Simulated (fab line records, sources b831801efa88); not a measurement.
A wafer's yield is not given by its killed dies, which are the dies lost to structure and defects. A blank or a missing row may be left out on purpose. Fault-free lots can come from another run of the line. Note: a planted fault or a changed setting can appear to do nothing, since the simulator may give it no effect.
Which of the tools did it? + flow gf180mcu + Sampling: 11 lots, 33 wafers, 2 of 602 route steps

WHAT THE GAUGES SHOWED, per wafer
GF_V3_RS_MEAS_24: measurement is done with a four-point probe.
| lot  | measured     | on           | V3_W_RS (ohm/sq)  |
|------|--------------|--------------|-------------------|
| L787 | day 23 17:58 | filmMetro-01 | 0.332 0.322 0.324 |
| L788 | day 24 08:56 | filmMetro-04 | 0.282 0.281 0.279 |
| L789 | day 24 13:07 | filmMetro-04 | 0.329 0.325 0.330 |
| L790 | day 24 17:15 | filmMetro-01 | 0.279 0.277 0.280 |
| L798 | day 27 12:07 | filmMetro-02 | 0.330 0.327 0.327 |
| L799 | day 27 21:22 | filmMetro-02 | 0.330 0.331 0.333 |
| L801 | day 28 04:57 | filmMetro-01 | 0.329 0.327 0.328 |
| L802 | day 28 12:23 | filmMetro-02 | 0.330 0.332 0.327 |
| L803 | day 28 21:01 | filmMetro-04 | 0.330 0.328 0.328 |
| L804 | day 29 01:10 | filmMetro-01 | 0.325 0.322 0.323 |
| L806 | day 29 13:40 | filmMetro-02 | 0.326 0.326 0.322 |

WHAT TOOL EACH LOT RAN ON (gives the tool, then ch and the chambers of the sampled wafers, and finally the start)
| lot  | GF_V3_CVD_23                 |
|------|------------------------------|
| L787 | cvdW-01 ch 0,1, day 23 17:51 |
| L788 | cvdW-01 ch 0,1, day 24 08:48 |
| L789 | cvdW-02 ch 0,1, day 24 12:59 |
| L790 | cvdW-01 ch 1, day 24 17:07   |
| L798 | cvdW-01 ch 0, day 27 12:00   |
| L799 | cvdW-02 ch 0,1, day 27 21:15 |
| L801 | cvdW-01 ch 0,1, day 28 04:50 |
| L802 | cvdW-02 ch 0,1, day 28 12:16 |
| L803 | cvdW-01 ch 0,1, day 28 20:54 |
| L804 | cvdW-01 ch 0,1, day 29 01:02 |
| L806 | cvdW-01 ch 0,1, day 29 13:33 |
- GF_V3_CVD_23: deposits W, target thk 350 nm, time 104.9 s.

THE ANSWER, worked out from the rows above alone
Rule: what is usual is taken from the lots themselves. Put in order of their means at a reading, lots are off if they are a third of the lots or fewer, leave a main group of 4 or more, and stand apart from it by a gap of 3 or more times the standard deviation of the main group's means; of several such gaps the widest counts. If all means in a main group match to the digits the tables above print for the reading, that group is not used. Also off: a lot with no number at a reading for which 4 or more lots have one. Where the step has rows for the other lots, those lots are counted as sound.
Off: L788, L790, at GF_V3_RS_MEAS_24 (V3_W_RS). For the main group the mean is 0.328 ohm/sq and the standard deviation 0.0023.
A tool fits if, at a process step before that reading, it ran every lot that is off, and no sound lot after the first of them. The gauges at GF_V3_RS_MEAS_24 are tried like those tools. None of those tried fits.

WHAT HAD BEEN PUT IN BY THE SIMULATOR
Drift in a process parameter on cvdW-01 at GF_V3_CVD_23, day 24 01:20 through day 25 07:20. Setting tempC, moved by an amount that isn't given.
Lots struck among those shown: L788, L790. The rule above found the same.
